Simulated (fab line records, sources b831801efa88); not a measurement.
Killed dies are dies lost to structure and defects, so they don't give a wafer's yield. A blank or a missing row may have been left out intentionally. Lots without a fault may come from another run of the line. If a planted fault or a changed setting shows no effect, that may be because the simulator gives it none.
Comparing a struck lot with a sound one || flow sky130 || 38 steps out of a route of 708
Sound: wafers L744.1, L744.3, L744.6. Struck: wafer L749.2 (left out: L749.3, L749.6 of the same lot, which were not struck); the cause appears at the end.
Order at every step that has rows: each side's tool, ch and its chambers, its first start. Under that, the readings that differ: sound wafers || struck wafers || difference of the means || sigmas: that difference in standard deviations of wafers without a fault.
alike: readings whose means differ by less than 2 such deviations, and words and numbers that are the same on both sides. not compared: withheld readings, readings that some wafer has no value for, bounds like >300 that may hide the same value, and numbers for which the record gives no deviation and whose values overlap.
Wherever a step has rows on one side only, a row that says differs or no value, or a row with sigmas, the two part there. Numbers that have no deviation but don't overlap get no sigmas and don't part them. Lack of a reading on every wafer of one side parts them only where that side has two or more wafers.

first, 9 steps without rows for these wafers: SKY_VIA2_SPUTTER_20 (material TiN, target thk 20 nm, time 80 s); SKY_VIA2_CVD_21 (deposits W, target thk 420 nm, time 126.4 s); SKY_VIA2_CMP_24 (polishes, stops on SiO2, t overpolish 20 s, target thk 0 nm); SKY_METAL3_SPUTTER_00 (material Ti, target thk 15 nm, time 10 s); SKY_METAL3_SPUTTER_01 (material TiN, target thk 20 nm, time 16.7 s); SKY_METAL3_SPUTTER_02 (material AlCu, target thk 735 nm, time 39.1 s); SKY_METAL3_SPUTTER_03 (material Ti, target thk 5 nm, time 3.3 s); SKY_METAL3_SPUTTER_04 (material TiN, target thk 70 nm, time 58.3 s); SKY_CAPM_CVD_00 (deposits SiO2, target thk 15.5 nm).
SKY_CAPM_SPUTTER_02: material TiN, target thk 200 nm, time 166.7 s.
  sound on pvd-sputter-04, day 39 10:02; struck on pvd-sputter-04, day 40 17:52
{"reading": "model.TiN_of_CAPM_SPUTTER_02.thk-nm (nm)", "sound": "193.6 196.9 194.9", "struck": 189.7, "difference": -5.4, "sigmas": ""}
  alike: cathode-dc-power-W, chamber-pressure-pa, throttle-valve-pct
  not compared: susceptor-temp-C
SKY_CAPM_RS_MEAS_03: uses a four-point probe to measure.
  sound on film-metro-01, day 39 10:09; struck on film-metro-02, day 40 18:00
{"reading": "CAPM_TIN_RS (ohm/sq)", "sound": "7.15 7.00 7.08", "struck": 7.31, "difference": "+0.23", "sigmas": "+2"}
SKY_CAPM_THK_MEAS_04: measures by xrf.
  sound on film-metro-01, day 39 10:16; struck on film-metro-02, day 40 18:07
  alike: CAPM_TIN_THK
then, 7 steps without rows for these wafers: SKY_CAPM_DEHYDRATE_05 (time 60 s); SKY_CAPM_HMDS_06 (prime time 60 s); SKY_CAPM_COAT_07 (resist thk 1140 nm); SKY_CAPM_SOFTBAKE_08 (time 60 s); SKY_CAPM_EXPOSE_09 (exposes mask CAPM, target cd 1000 nm); SKY_CAPM_PEB_10; SKY_CAPM_DEVELOP_11 (develop time 60 s).
SKY_CAPM_METAL_ETCH_13: etches TiN in Cl2/BCl3, stops on SiO2, target depth 220 nm, time 62.9 s.
  sound on rie-metal-02 ch 0,1, day 40 11:37; struck on rie-metal-04 ch 1, day 41 18:25
  alike: drypump-motor-current-A, oes-product-au, throttle-valve-pct
  not compared: rf-hours-counter-h
then, 16 steps without rows for these wafers: SKY_CAPM_STRIP_14 (strips in O2/N2); SKY_CAPM_STRIP_15 (strips in post etch residue remover, time 1200 s); SKY_CAPM_CLEAN_16 (cleans in IPA, time 180 s); SKY_CAPM_CLEAN_17 (cleans in O3/DIW); SKY_METAL3_DEHYDRATE_05 (time 60 s); SKY_METAL3_HMDS_06 (prime time 60 s); SKY_METAL3_COAT_07 (resist thk 60 nm); SKY_METAL3_COAT_08 (resist thk 1140 nm); SKY_METAL3_SOFTBAKE_09 (time 90 s); SKY_METAL3_EXPOSE_10 (exposes mask MM3, target cd 300 nm); SKY_METAL3_PEB_11; SKY_METAL3_DEVELOP_12 (develop time 60 s); SKY_METAL3_DESCUM_15 (chemistry O2, time 8 s); SKY_METAL3_ETCH_16 (etches BARC in N2/H2, stops on SiO2, time 88.2 s, target depth 60 nm); SKY_METAL3_ETCH_17 (etches SiO2 in C4F8/O2/Ar, stops on TiN, time 3.9 s, target depth 15 nm); SKY_METAL3_METAL_ETCH_18 (etches the open film in Cl2/BCl3, stops on SiO2, target depth 845 nm, time 183.1 s).
SKY_METAL3_STRIP_20: strips in post etch residue remover, time 1200 s.
  sound on wet-bench-02 ch 1, day 41 13:25; struck on wet-bench-02 ch 2, day 42 19:41
{"reading": "model.TiN_of_CAPM_SPUTTER_02.thk-nm (nm)", "sound": "192.7 196.1 194.1", "struck": 188.9, "difference": -5.4, "sigmas": ""}
-- the record jumps here: 7 days lie between the struck wafers' starts before and after (it left off in module METAL3 and takes up again in module PAD_OPEN, whose first step shown is number 708 of the route) --
SKY_PAD_OPEN_PROBE_99:
  sound on prober-02, day 48 12:30; struck on prober-02, day 49 12:32
{"reading": "killed_at_M4_up", "sound": "2 3 0", "struck": 7, "difference": "+5", "sigmas": "+3"}
{"reading": "model.etest.cap-mim.plate-ohm-sq", "sound": "6.199 6.114 6.174", "struck": 6.346, "difference": "+0.184", "sigmas": ""}
  alike: defect-limited-yield, killed_at_M0_to_M3, killed-at-contacts, killed-at-front-end, killed-at-other, killed-dies, killed-open, killed-short, sort_bin_3_pad_short, sort_bin_5_function, sort_bin_6_memory, sort-n-pass, sort-yield-pct

== WHERE THEY PART ==
Earliest at SKY_CAPM_RS_MEAS_03; latest, in this record, at SKY_PAD_OPEN_PROBE_99.

WHY: what had been put in by the simulator
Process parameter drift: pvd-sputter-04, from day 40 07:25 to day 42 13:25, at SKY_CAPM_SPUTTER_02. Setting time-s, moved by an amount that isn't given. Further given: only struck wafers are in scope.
